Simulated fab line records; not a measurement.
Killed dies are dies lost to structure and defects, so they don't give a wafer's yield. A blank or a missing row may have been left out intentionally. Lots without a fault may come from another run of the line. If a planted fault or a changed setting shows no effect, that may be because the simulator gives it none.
Which tool was responsible? || flow sky130 || Sampling: 14 lots, 42 wafers, 2 of 708 route steps

## WHAT THE GAUGES SHOWED, per wafer
The record holds no reading of a measuring or inspecting step that can be judged against a usual standard deviation.

## WHAT TOOL EACH LOT RAN ON (gives the tool, then ch and the chambers of the sampled wafers, and finally the start)
{"lot": "L713", "SKY_METAL3_SPUTTER_04": "pvdSputter-03, day 36 05:15", "SKY_METAL3_METAL_ETCH_18": "rieMetal-03 ch 0,1, day 38 09:55"}
{"lot": "L715", "SKY_METAL3_SPUTTER_04": "pvdSputter-03, day 36 15:05", "SKY_METAL3_METAL_ETCH_18": "rieMetal-01 ch 0,1, day 38 19:25"}
{"lot": "L714", "SKY_METAL3_SPUTTER_04": "pvdSputter-01, day 36 23:11", "SKY_METAL3_METAL_ETCH_18": "rieMetal-03 ch 0,1, day 39 03:53"}
{"lot": "L716", "SKY_METAL3_SPUTTER_04": "pvdSputter-04, day 37 04:48", "SKY_METAL3_METAL_ETCH_18": "rieMetal-01 ch 0,1, day 39 08:11"}
{"lot": "L717", "SKY_METAL3_SPUTTER_04": "pvdSputter-04, day 37 17:41", "SKY_METAL3_METAL_ETCH_18": "rieMetal-01 ch 0,1, day 39 21:05"}
{"lot": "L718", "SKY_METAL3_SPUTTER_04": "pvdSputter-04, day 37 20:15", "SKY_METAL3_METAL_ETCH_18": "rieMetal-04 ch 0,1, day 39 22:40"}
{"lot": "L724", "SKY_METAL3_SPUTTER_04": "pvdSputter-04, day 42 02:23", "SKY_METAL3_METAL_ETCH_18": "rieMetal-04 ch 0,1, day 44 00:56"}
{"lot": "L725", "SKY_METAL3_SPUTTER_04": "pvdSputter-03, day 42 04:17", "SKY_METAL3_METAL_ETCH_18": "rieMetal-01 ch 0,1, day 44 02:44"}
{"lot": "L726", "SKY_METAL3_SPUTTER_04": "pvdSputter-01, day 42 05:59", "SKY_METAL3_METAL_ETCH_18": "rieMetal-01 ch 0,1, day 44 04:14"}
{"lot": "L727", "SKY_METAL3_SPUTTER_04": "pvdSputter-04, day 42 08:09", "SKY_METAL3_METAL_ETCH_18": "rieMetal-01 ch 0,1, day 44 06:34"}
{"lot": "L732", "SKY_METAL3_SPUTTER_04": "pvdSputter-03, day 42 08:35", "SKY_METAL3_METAL_ETCH_18": "rieMetal-03 ch 0,1, day 44 06:48"}
{"lot": "L733", "SKY_METAL3_SPUTTER_04": "pvdSputter-03, day 42 10:07", "SKY_METAL3_METAL_ETCH_18": "rieMetal-03 ch 0,1, day 44 08:17"}
{"lot": "L735", "SKY_METAL3_SPUTTER_04": "pvdSputter-04, day 42 13:34", "SKY_METAL3_METAL_ETCH_18": "rieMetal-01 ch 1, day 44 11:06"}
{"lot": "L736", "SKY_METAL3_SPUTTER_04": "pvdSputter-01, day 42 20:16", "SKY_METAL3_METAL_ETCH_18": "rieMetal-03 ch 1, day 44 17:28"}
- SKY_METAL3_SPUTTER_04: material TiN, target thk 70 nm, time 58.3 s.
- SKY_METAL3_METAL_ETCH_18: etches the open film in Cl2/BCl3, stops on SiO2, target depth 845 nm, time 183.1 s.

## WHAT THE TOOLS THEMSELVES READ (means of the sampled wafers that have a number; where no wafer has one, the mark that the record gives instead)
SKY_METAL3_SPUTTER_04.
{"lot": "L713", "tool": "pvdSputter-03", "cathodeDcPowerW (W)": 6500.0, "chamberPressurePa (Pa)": 0.3995, "throttleValvePct (%)": 30.7}
{"lot": "L715", "tool": "pvdSputter-03", "cathodeDcPowerW (W)": 6501.4, "chamberPressurePa (Pa)": 0.3992, "throttleValvePct (%)": 30.5}
{"lot": "L714", "tool": "pvdSputter-01", "cathodeDcPowerW (W)": "-", "chamberPressurePa (Pa)": "-", "throttleValvePct (%)": "-"}
{"lot": "L716", "tool": "pvdSputter-04", "cathodeDcPowerW (W)": "-", "chamberPressurePa (Pa)": "-", "throttleValvePct (%)": "-"}
{"lot": "L717", "tool": "pvdSputter-04", "cathodeDcPowerW (W)": 6500.6, "chamberPressurePa (Pa)": 0.4003, "throttleValvePct (%)": 31.7}
{"lot": "L718", "tool": "pvdSputter-04", "cathodeDcPowerW (W)": 6502.3, "chamberPressurePa (Pa)": 0.4000, "throttleValvePct (%)": 31.8}
{"lot": "L724", "tool": "pvdSputter-04", "cathodeDcPowerW (W)": 6499.6, "chamberPressurePa (Pa)": 0.3996, "throttleValvePct (%)": 31.8}
{"lot": "L725", "tool": "pvdSputter-03", "cathodeDcPowerW (W)": 6500.4, "chamberPressurePa (Pa)": 0.4000, "throttleValvePct (%)": 30.1}
{"lot": "L726", "tool": "pvdSputter-01", "cathodeDcPowerW (W)": 6498.9, "chamberPressurePa (Pa)": 0.4001, "throttleValvePct (%)": 30.5}
{"lot": "L727", "tool": "pvdSputter-04", "cathodeDcPowerW (W)": 6499.6, "chamberPressurePa (Pa)": 0.3989, "throttleValvePct (%)": 32.0}
{"lot": "L732", "tool": "pvdSputter-03", "cathodeDcPowerW (W)": 6499.6, "chamberPressurePa (Pa)": 0.3999, "throttleValvePct (%)": 30.3}
{"lot": "L733", "tool": "pvdSputter-03", "cathodeDcPowerW (W)": 6500.6, "chamberPressurePa (Pa)": 0.4001, "throttleValvePct (%)": 30.4}
{"lot": "L735", "tool": "pvdSputter-04", "cathodeDcPowerW (W)": 6499.1, "chamberPressurePa (Pa)": 0.4001, "throttleValvePct (%)": 32.8}
{"lot": "L736", "tool": "pvdSputter-01", "cathodeDcPowerW (W)": 6500.9, "chamberPressurePa (Pa)": 0.3994, "throttleValvePct (%)": 29.3}

SKY_METAL3_METAL_ETCH_18.
{"lot": "L713", "tool": "rieMetal-03", "drypumpMotorCurrentA (A)": 5.7, "heBacksideLeakSccm (sccm)": 3.34, "oesProductAu (a.u.)": 0.863, "throttleValvePct (%)": 22.268}
{"lot": "L715", "tool": "rieMetal-01", "drypumpMotorCurrentA (A)": 6.4, "heBacksideLeakSccm (sccm)": 3.20, "oesProductAu (a.u.)": 0.869, "throttleValvePct (%)": 22.265}
{"lot": "L714", "tool": "rieMetal-03", "drypumpMotorCurrentA (A)": 5.4, "heBacksideLeakSccm (sccm)": 3.07, "oesProductAu (a.u.)": 0.821, "throttleValvePct (%)": 22.257}
{"lot": "L716", "tool": "rieMetal-01", "drypumpMotorCurrentA (A)": 6.4, "heBacksideLeakSccm (sccm)": 3.14, "oesProductAu (a.u.)": 0.824, "throttleValvePct (%)": 22.271}
{"lot": "L717", "tool": "rieMetal-01", "drypumpMotorCurrentA (A)": 6.4, "heBacksideLeakSccm (sccm)": 3.14, "oesProductAu (a.u.)": 0.868, "throttleValvePct (%)": 22.262}
{"lot": "L718", "tool": "rieMetal-04", "drypumpMotorCurrentA (A)": 5.7, "heBacksideLeakSccm (sccm)": 3.41, "oesProductAu (a.u.)": 0.865, "throttleValvePct (%)": 22.262}
{"lot": "L724", "tool": "rieMetal-04", "drypumpMotorCurrentA (A)": 5.5, "heBacksideLeakSccm (sccm)": 3.27, "oesProductAu (a.u.)": 0.865, "throttleValvePct (%)": 22.257}
{"lot": "L725", "tool": "rieMetal-01", "drypumpMotorCurrentA (A)": 6.4, "heBacksideLeakSccm (sccm)": 3.40, "oesProductAu (a.u.)": 0.862, "throttleValvePct (%)": 22.261}
{"lot": "L726", "tool": "rieMetal-01", "drypumpMotorCurrentA (A)": 6.4, "heBacksideLeakSccm (sccm)": 3.29, "oesProductAu (a.u.)": 0.861, "throttleValvePct (%)": 22.257}
{"lot": "L727", "tool": "rieMetal-01", "drypumpMotorCurrentA (A)": 6.4, "heBacksideLeakSccm (sccm)": 3.12, "oesProductAu (a.u.)": 0.857, "throttleValvePct (%)": 22.268}
{"lot": "L732", "tool": "rieMetal-03", "drypumpMotorCurrentA (A)": 5.4, "heBacksideLeakSccm (sccm)": 3.12, "oesProductAu (a.u.)": 0.863, "throttleValvePct (%)": 22.265}
{"lot": "L733", "tool": "rieMetal-03", "drypumpMotorCurrentA (A)": 5.4, "heBacksideLeakSccm (sccm)": 3.23, "oesProductAu (a.u.)": 0.868, "throttleValvePct (%)": 22.271}
{"lot": "L735", "tool": "rieMetal-01", "drypumpMotorCurrentA (A)": 6.3, "heBacksideLeakSccm (sccm)": 3.20, "oesProductAu (a.u.)": 0.867, "throttleValvePct (%)": 22.264}
{"lot": "L736", "tool": "rieMetal-03", "drypumpMotorCurrentA (A)": 5.1, "heBacksideLeakSccm (sccm)": 3.28, "oesProductAu (a.u.)": 0.865, "throttleValvePct (%)": 22.273}

## THE ANSWER, worked out from the rows above alone
Rule: what is usual is taken from the lots themselves. Put in order of their means at a reading, lots are off if they are a third of the lots or fewer, leave a main group of 4 or more, and stand apart from it by a gap of 3 or more times the standard deviation of the main group's means; of several such gaps the widest counts. A main group whose means are all the same, to the digits that the tables above print for the reading, isn't used. A lot without any number at a reading at which 4 lots or more have one is off too. Where the step has rows for the other lots, those lots are counted as sound. After the gauges, taken in route order, come the tools' own readings; for these a lot's mean is taken, as printed above. At the first step where some lot is off, the reading lying furthest off is the one used; lots without a number count as furthest.
Off, at SKY_METAL3_SPUTTER_04 on cathodeDcPowerW: L714, L716. Without a number there: L714, L716. For the main group the mean is 6500.2 W and the standard deviation 0.94.
A tool fits if, at that step or a process step before it, it ran every lot that is off, and no sound lot after the first of them. None of those tried fits.

## WHAT THE SIMULATOR HAD PUT IN
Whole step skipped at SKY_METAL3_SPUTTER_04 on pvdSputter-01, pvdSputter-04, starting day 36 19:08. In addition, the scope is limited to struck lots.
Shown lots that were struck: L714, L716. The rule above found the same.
